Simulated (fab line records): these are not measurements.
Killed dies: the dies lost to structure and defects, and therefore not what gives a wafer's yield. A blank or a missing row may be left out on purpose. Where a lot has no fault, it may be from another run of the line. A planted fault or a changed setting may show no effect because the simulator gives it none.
fab line records	flow sky130
record: lots: 4	wafers: 12	lastDay: 49
route steps=708 shown LI_CONTACT@376 LOCAL_INTERCONNECT@387 CONTACT@406 PAD_OPEN@708
lots untouched by any fault: they come from a run of this same line in which no faults occurred
startH: hours from the record's first day to the start of the lot's first wafer shown	waitH: hours elapsed since this lot's preceding step	" unchanged from the row above	L1.1+2: a row that stands for several wafers	- no value, or no start was given	* or withheld: withheld	< > ~ a bound
route shown NAME@n: a module of which the file shows steps, and the number in the route of the first	usual: the fault-free wafers' mean and standard deviation	same: alike in all rows	chamber/n: place in a boat	sites: each site's reading	_std_site: their standard deviation	_edge_site: inner sites' mean taken away from outer sites' mean	radiusMm: for every site, how far away it sits from the centre of the wafer	mask NAME#n: copy n	behind: tool/chamber where the wafer was last shaped	hold: what put the lot on hold/how long, in hours/how the hold closed	device: names the non-switching transistor (n, p or np)	end of line: the same wafers' tests at the end of the route	for a step that has no rows: nothing shown but its recipe	killed: dies that structure and defects cost at the first sort, which is not the same as the wafer's yield	map: shows each die of a wafer: x if killed, . if not, _ if none is there
set.NAME: setting as actually run; set.NAME@STEP: the setting as run at that earlier step	model.NAME: the simulator's own value behind a step, which no gauge read
lots at selected steps of the route; one table per step, one row per wafer
services: from which hour (startH, from the record's first day; less than 0 if before it) a tool's chamber was out of use, for how many hours, and why
== steps ==
step: SKY_LI_CONTACT_ETCH_14
recipe: chemistry: N2/H2	target: BARC	ionEnergyEv: 200	sourceW: 500	biasW: 100	pressureMtorr: 30	n2FlowSccm: 100	h2FlowSccm: 200	stopOn: SiO2	timeS: 45.9	targetDepthA: 600
step: SKY_LI_CONTACT_ETCH_15
recipe: target: PSG	chemistry: C4F8/O2/Ar	stopOn: Si	taperDeg: 4.15	maskMaterial: KrF-thick	sourceW: 1500	biasW: 1200	pressureMtorr: 40	c4f8FlowSccm: withheld	O2_flow_sccm: 6	Ar_flow_sccm: 300	timeS: withheld	targetDepthA: 6000
step: SKY_LI_CONTACT_STRIP_16
recipe: chemistry: O2/N2	powerW: 1400	pressureMtorr: 1500	platenTempC: withheld	o2FlowSccm: 3000	n2FlowSccm: 300	overashFraction: 0.5
step: SKY_LI_CONTACT_CLEAN_17
recipe: chemistry: NMP	timeS: 600	tempC: 60	dry: n2Spin
step: SKY_LI_CONTACT_PRE_CLEAN_18
recipe: gas: Ar	timeS: 5.6	biasV: 358
step: SKY_LI_CONTACT_SPUTTER_19
recipe: material: Ti	targetThkNm: 20	chamberPressurePa: 5	powerW: 2500	substrateTempC: 200	timeS: 106.37
step: SKY_LI_CONTACT_SPUTTER_20
recipe: material: TiN	targetThkNm: 20	chamberPressurePa: 5	powerW: 4000	timeS: 80
step: SKY_LI_CONTACT_CVD_21
recipe: material: W	targetThkNm: 400	timeS: 120.56	tempC: 400	pressureTorr: 40
step: SKY_LI_CONTACT_CMP_24
recipe: stopOn: PSG	tOverpolishS: 20	downForcePsi: 3.5	platenRpm: 60	targetThkNm: 0	padVelocityMS: 0.94248
usual: headPressurePsi: 3.499/0.0083	motorCurrentA: 11.6/1.1	overpolishRunS: 20.001/0.0095	slurryFilterDpKPa: 13.53/0.14	slurryFlowMlMin: 150.0/0.51	timeToEndpointS: 93/4.4
lot.wafer	tool	chamber	startH	waitH	headPressurePsi	motorCurrentA	overpolishRunS	slurryFilterDpKPa	slurryFlowMlMin	timeToEndpointS
L298.3	cmp-02	0	715.24	0.7	3.504	11.5	19.998	13.61	150.4	92
L298.4	"	3	"	"	3.497	13.6	20.004	13.42	149.6	96
L298.5	"	1	"	"	3.483	10.5	20.002	13.43	150.7	91
L307.1	cmp-02	1	782.89	0.1	3.500	9.7	20.016	13.64	150.6	88
L307.6	"	3	"	"	3.489	12.9	20.011	13.44	149.6	88
L307.5	"	0	"	"	3.490	12.5	20.003	13.68	149.3	94
L308.2	cmp-02	2	792.46	0.1	3.493	11.1	20.006	13.55	149.8	101
L308.5	"	0	"	"	3.510	11.6	20.002	13.52	150.9	97
L308.6	"	1	"	"	3.497	10.5	19.993	13.64	149.9	95
L312.3	cmp-01	1	823.40	0.0	3.501	10.4	20.007	13.64	150.3	103
L312.2	"	3	"	"	3.515	12.7	19.994	13.50	150.7	93
L312.6	"	2	"	"	3.498	13.8	20.009	13.63	148.9	93
step: SKY_LOCAL_INTERCONNECT_SPUTTER_00
recipe: material: TiN	targetThkNm: 100	tempC: 300	powerW: 6500	timeS: 83.3	chamberPressurePa: 0.4
step: SKY_LOCAL_INTERCONNECT_DEHYDRATE_03
recipe: tempC: 200	timeS: 60
step: SKY_LOCAL_INTERCONNECT_HMDS_04
recipe: primeTimeS: 60	primeTempC: 120
step: SKY_LOCAL_INTERCONNECT_COAT_05
recipe: resist: BARC	tempC: withheld	timeS: withheld	spinRpm: 3000	resistThkNm: 60
step: SKY_LOCAL_INTERCONNECT_COAT_06
recipe: resist: KrF-thick	spinRpm: 3000	resistThkNm: 450
step: SKY_LOCAL_INTERCONNECT_SOFTBAKE_07
recipe: tempC: 100	timeS: 90	resist: KrF-thick
step: SKY_LOCAL_INTERCONNECT_EXPOSE_08
recipe: maskId: LI1M	na: 0.8	sourceShape: annular	sigmaInner: 0.55	sigmaOuter: 0.85	targetCdNm: 170	doseMj: 28
step: SKY_LOCAL_INTERCONNECT_PEB_09
recipe: pebTempC: withheld	pebTimeS: withheld	resist: KrF-thick
step: SKY_LOCAL_INTERCONNECT_DEVELOP_10
recipe: developTimeS: 60	resist: KrF-thick	devTempC: 21
step: SKY_LOCAL_INTERCONNECT_ETCH_13
recipe: chemistry: N2/H2	target: BARC	ionEnergyEv: 200	biasW: 100	pressureMtorr: 30	n2FlowSccm: 100	h2FlowSccm: 200	icpW: 500	stopOn: SiO2	timeS: 45.9	targetDepthA: 600
step: SKY_LOCAL_INTERCONNECT_METAL_ETCH_14
recipe: targetDepthNm: 110	stopOn: PSG	chemistry: Cl2/BCl3	target: TiN	resistSidewallDeg: 88	pressureMtorr: 10	icpW: 900	biasW: 48.5	Cl2_flow_sccm: 60	bcl3FlowSccm: 30	timeS: 31.4
step: SKY_LOCAL_INTERCONNECT_STRIP_15
recipe: chemistry: O2/N2	powerW: 1400	pressureMtorr: 1500	platenTempC: withheld	o2FlowSccm: 3000	n2FlowSccm: 300	overashFraction: 0.5
step: SKY_LOCAL_INTERCONNECT_STRIP_16
recipe: chemistry: postEtchResidueRemover	timeS: 1200	tempC: 72.5
step: SKY_LOCAL_INTERCONNECT_CLEAN_17
recipe: chemistry: IPA	timeS: 180	tempC: 25
step: SKY_LOCAL_INTERCONNECT_CLEAN_18
recipe: chemistry: O3/DIW	dry: n2Spin
step: SKY_CONTACT_CVD_00
recipe: material: Si3N4	targetThkNm: 75	tempC: 400	timeS: withheld	rfW: 450
step: SKY_CONTACT_HDPCVD_02
recipe: material: SiO2	targetThkNm: 565	sigmaOpenFrac: 0.3	timeS: 94.2	tempC: 600	sih4FlowSccm: 60	pressureMtorr: 6
step: SKY_CONTACT_CMP_04
recipe: material: SiO2	downForcePsi: 4	platenRpm: 60	padVelocityMS: 0.94248
step: SKY_CONTACT_DEHYDRATE_06
recipe: tempC: 200	timeS: 60
step: SKY_CONTACT_HMDS_07
recipe: primeTimeS: 60	primeTempC: 120
step: SKY_CONTACT_COAT_08
recipe: resist: BARC	tempC: withheld	timeS: withheld	spinRpm: 3000	resistThkNm: 60
step: SKY_CONTACT_COAT_09
recipe: resist: KrF-thick	spinRpm: 3000	resistThkNm: 450
step: SKY_PAD_OPEN_PROBE_99
usual: killed_at_M0_to_M3: 43/6.6	killed_at_M4_up: 3.2/1.9	killedAtContacts: 25/5.3	killedAtFrontEnd: 16/4.5	killedAtOther: 0.3/0.63	killedDies: 87/8.9	killedOnRim: 17/3.7	killedOpen: 48/7.9	killedShort: 39/5.3
same: grossDies: 492	killedAtBackSide: 0
lot.wafer	tool	chamber	startH	waitH	killed_at_M0_to_M3	killed_at_M4_up	killedAtContacts	killedAtFrontEnd	killedAtOther	killedDies	killedOnRim	killedOpen	killedShort
L298.3	prober-02	-	1107.49	0.2	48	3	28	11	0	90	21	56	34
L298.4	prober-02	-	1107.54	0.2	58	4	30	10	0	102	22	60	42
L298.5	prober-02	-	1107.59	0.2	52	1	20	12	0	85	16	49	36
L307.1	prober-01	-	1156.91	0.1	39	2	195	10	0	246	53	44	32
L307.5	prober-01	-	1157.11	0.2	36	1	196	12	0	245	50	38	32
L307.6	prober-01	-	1157.16	0.2	26	1	188	13	1	229	45	30	31
L308.2	prober-02	-	1160.24	0.1	53	1	160	18	0	232	42	49	40
L308.5	prober-02	-	1160.39	0.2	44	1	188	10	0	243	47	40	33
L308.6	prober-02	-	1160.44	0.2	26	1	187	13	0	227	37	28	29
L312.2	prober-02	-	1180.03	0.1	45	2	23	14	0	84	20	56	28
L312.3	prober-02	-	1180.08	0.2	47	1	27	18	0	93	13	45	48
L312.6	prober-02	-	1180.23	0.2	32	1	27	16	0	76	15	37	38
killed by level:class
L298.3 CONTACT:geometricParticle:open=13 VIA1:geometricParticle:open=12 VIA3:geometricParticle:open=10 LI_CONTACT:geometricParticle:open=9 METAL2:geometricParticle:short=6 VIA2:geometricParticle:open=5 VIA1:geometricParticle:short=5 FIELD_ISO:geometricParticle:short=3
L298.4 VIA1:geometricParticle:open=13 VIA2:geometricParticle:open=10 VIA3:geometricParticle:open=10 LI_CONTACT:geometricParticle:open=9 CONTACT:geometricParticle:open=9 VIA2:geometricParticle:short=7 METAL1:geometricParticle:short=6 VIA1:geometricParticle:short=5
L298.5 VIA1:geometricParticle:open=15 VIA2:geometricParticle:open=7 LI_CONTACT:geometricParticle:open=6 VIA3:geometricParticle:open=6 LI_CONTACT:geometricParticle:short=5 CONTACT:geometricParticle:open=5 VIA1:geometricParticle:short=5 POLY_GATE:geometricParticle:short=4
L307.1 LI_CONTACT:unspecified=170 VIA1:geometricParticle:open=11 CONTACT:geometricParticle:open=7 LI_CONTACT:geometricParticle:open=7 VIA3:geometricParticle:open=6 CONTACT:geometricParticle:short=5 METAL3:geometricParticle:short=5 FIELD_ISO:geometricParticle:open=3
L307.5 LI_CONTACT:unspecified=175 CONTACT:geometricParticle:open=12 VIA1:geometricParticle:open=7 METAL2:geometricParticle:short=5 VIA1:geometricParticle:short=4 POLY_GATE:geometricParticle:short=4 VIA2:geometricParticle:short=4 VIA3:geometricParticle:short=4
L307.6 LI_CONTACT:unspecified=168 CONTACT:geometricParticle:open=11 METAL2:geometricParticle:short=6 CONTACT:geometricParticle:short=4 VIA1:geometricParticle:short=4 VIA1:geometricParticle:open=4 FIELD_ISO:geometricParticle:short=3 VIA3:geometricParticle:short=3
L308.2 LI_CONTACT:unspecified=142 VIA2:geometricParticle:open=15 FIELD_ISO:geometricParticle:open=10 METAL2:geometricParticle:short=6 LOCAL_INTERCONNECT:geometricParticle:short=5 METAL1:geometricParticle:short=5 VIA1:geometricParticle:short=5 VIA2:geometricParticle:short=5
L308.5 LI_CONTACT:unspecified=169 VIA1:geometricParticle:open=11 LI_CONTACT:geometricParticle:open=7 METAL2:geometricParticle:short=7 VIA3:geometricParticle:open=7 CONTACT:geometricParticle:open=5 METAL1:geometricParticle:short=4 METAL3:geometricParticle:short=4
L308.6 LI_CONTACT:unspecified=170 LI_CONTACT:geometricParticle:open=6 CONTACT:geometricParticle:open=6 FIELD_ISO:geometricParticle:open=5 METAL1:geometricParticle:short=5 FIELD_ISO:geometricParticle:short=4 VIA1:geometricParticle:short=4 VIA1:geometricParticle:open=4
L312.2 VIA1:geometricParticle:open=17 CONTACT:geometricParticle:open=10 VIA2:geometricParticle:open=8 LI_CONTACT:geometricParticle:open=6 METAL1:geometricParticle:short=5 VIA3:geometricParticle:open=5 POLY_GATE:geometricParticle:short=4 LOCAL_INTERCONNECT:geometricParticle:short=3
L312.3 VIA1:geometricParticle:open=12 VIA1:geometricParticle:short=8 CONTACT:geometricParticle:open=8 LI_CONTACT:geometricParticle:open=7 POLY_GATE:geometricParticle:short=7 METAL2:geometricParticle:short=6 LOCAL_INTERCONNECT:geometricParticle:short=5 METAL1:geometricParticle:short=5
L312.6 LI_CONTACT:geometricParticle:open=11 VIA3:geometricParticle:open=9 FIELD_ISO:geometricParticle:short=6 LOCAL_INTERCONNECT:geometricParticle:short=6 METAL2:geometricParticle:short=5 VIA1:geometricParticle:short=5 FIELD_ISO:geometricParticle:open=4 CONTACT:geometricParticle:open=4
map L307.1 (x killed, . not)
__________x.xxx....x_________
________xxxx...xxx.xx._______
______...xxxx.xx....xx.x_____
_____.x.xx.x...xxx..x.xxx____
____.x.x.xx..x..x.xxx...xx___
___....xxxxx..xxx.x.xx..xx.__
__..x...x.xx.xx..xxx.x.x.x.x_
_..xx.x.x.x.xxxxxxxxx..xxx.x.
_x.xxx....xx.x.xxx.xxx...x..x
_xx..x.....xxx.....xx....xx.x
_x.......x.x....xx..xx.x..x.x
_..xx.xx..x.x...xxx..xx.x.xx.
_..xxxx...xxxxx...xx.xxx.x...
_.........x.xxx..x.xx.xx.x.x.
_..x......xxx.x.x.x.xxx..x..x
__xxx..xxx..x..x..xxxx...x.x_
___xx.xxx...x...x......xx.x__
____...x..x...xxx...xx.xx.___
_____xxxxx.x.xx.xxx.....x____
______xx...x.x.xxx..xxx._____
________xxx.x..xx..xx._______
__________x.x.x..xxx_________
map L308.5 (x killed, . not)
__________.xx..xx.x._________
________xxx.xx.xx.x..x_______
______..xx......x..xxxx._____
_____.x.x.x.xxx..xx.x.xx.____
____..x...xxxx....x.xx.xxx___
___..x..x.x...x.x.x.xxx..x.__
__xx..xxxxx.xx.x.x.x..x.xx.._
_.xxx.xxxx.xx.x.xxxx...xxx.x.
_.xx..xxx.....x..x.x.xx..xxx.
_xxx...x.x..xx..x.....x.xxx..
_...xxx.x.x.xx.xx.x...x...x.x
_...x.x..xxxx..xx.xx.x.xx..xx
_..x.x........xxx.xx.xxx.x...
_.x..xx....xx..x..xx...xxxx.x
_.x.xxx...xxx.x..xxx.....xxxx
__xx.xxxx..xxxx.xxxx..xx.x.x_
___xx...x.xxxxxxx.x...xxxxx__
____xx..x.x.....x..xxx..x.___
_____xxxx...x...x....xxx.____
______......x.xxx..x..xx_____
________.......x..x..x_______
__________....x...xx_________
== services ==
tool	chamber	startH	hours	kind
cmp-01	-	708.68	1.6	repair
cmp-01	-	711.25	8.9	repair
cmp-02	-	714.11	1.1	repair
cmp-01	-	732.15	0.6	repair
cmp-02	-	744.00	4.0	pm
cmp-02	-	748.00	-	consumableReplace:conditioner
cmp-02	-	748.00	-	consumableReplace:pad
cmp-02	-	801.70	16.7	pm
== key ==
firstSign: step: SKY_PAD_OPEN_PROBE_99	reading: killedAtContacts	direction: up	sigmas: 30	usual: 25	struck: 186
effect: step: SKY_PAD_OPEN_PROBE_99	reading: killedDies	direction: up	sigmas: 17	usual: 87	struck: 237
metAt SKY_LI_CONTACT_CMP_24
struckWafers L307.1,L307.5,L307.6,L308.2,L308.5,L308.6
testerLeftOut L307,L308
onsetBetween 715.24 782.89
fault: kind: chamberParticleSource	tool: cmp-02	chamber: -	onsetH: 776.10	steps: SKY_LI_CONTACT_CMP_24	ratePerVisitCm2: 0.86429	endH: 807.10
testerLeftOut: of these lots the tester's yield and bins aren't shown, on N5 and GAA mostly nor the transistor test; their killed dies are dies lost to structure and defects alone, not to doping, threshold or leakage, so they don't give the yield
